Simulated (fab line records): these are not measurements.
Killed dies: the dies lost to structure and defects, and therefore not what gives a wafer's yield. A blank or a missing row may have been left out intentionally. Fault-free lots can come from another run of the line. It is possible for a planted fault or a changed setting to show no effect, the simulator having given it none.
Which tool is to blame? -- flow sky130 -- route of 708 steps, sampled at 1 step: 12 lots, 36 wafers

== WHAT EACH GAUGE READ, for each wafer ==
SKY_DNWELL_TW_MEAS_09.
lot,measured,on,DNWELL_TW
L075,day 3 09:08,film metro-01,1112 1118 1119
L077,day 3 23:10,film metro-02,1110 1103 1110
L079,day 4 10:08,film metro-04,1115 1112 1115
L081,day 4 20:30,film metro-02,1092 1087 1087
L083,day 5 06:13,film metro-04,1114 1111 1108
L085,day 5 17:10,film metro-04,1113 1117 1122
L087,day 6 04:08,film metro-04,1107 1107 1110
L089,day 6 14:02,film metro-01,1111 1113 1106
L091,day 7 01:49,film metro-02,1098 1103 1097
L093,day 7 14:04,film metro-01,1120 1116 1116
L095,day 7 21:37,film metro-04,1110 1114 1100
L097,day 8 11:20,film metro-04,1107 1106 1111

== WHAT TOOL EACH LOT RAN ON (gives the tool, then ch and the chambers of the sampled wafers, and finally the start) ==
No process step before these readings appears in the record.

== THE ANSWER, worked out from the rows above alone ==
Rule: what is usual is taken from the lots themselves. The widest of any qualifying gaps counts: lots, ordered by their means at a reading, are off when they make up no more than a third of the lots, leave a main group of 4 or more, and stand apart from it by 3 or more times the standard deviation of that group's means. The tables above print the reading to a certain number of digits; a main group whose means all agree to those digits is not used. Also off: a lot with no number at a reading for which 4 or more lots have one. All remaining lots with rows at the step are treated as sound.
No lot is off at any reading shown: from this, nothing can be told.

== WHAT THE SIMULATOR PUT IN ==
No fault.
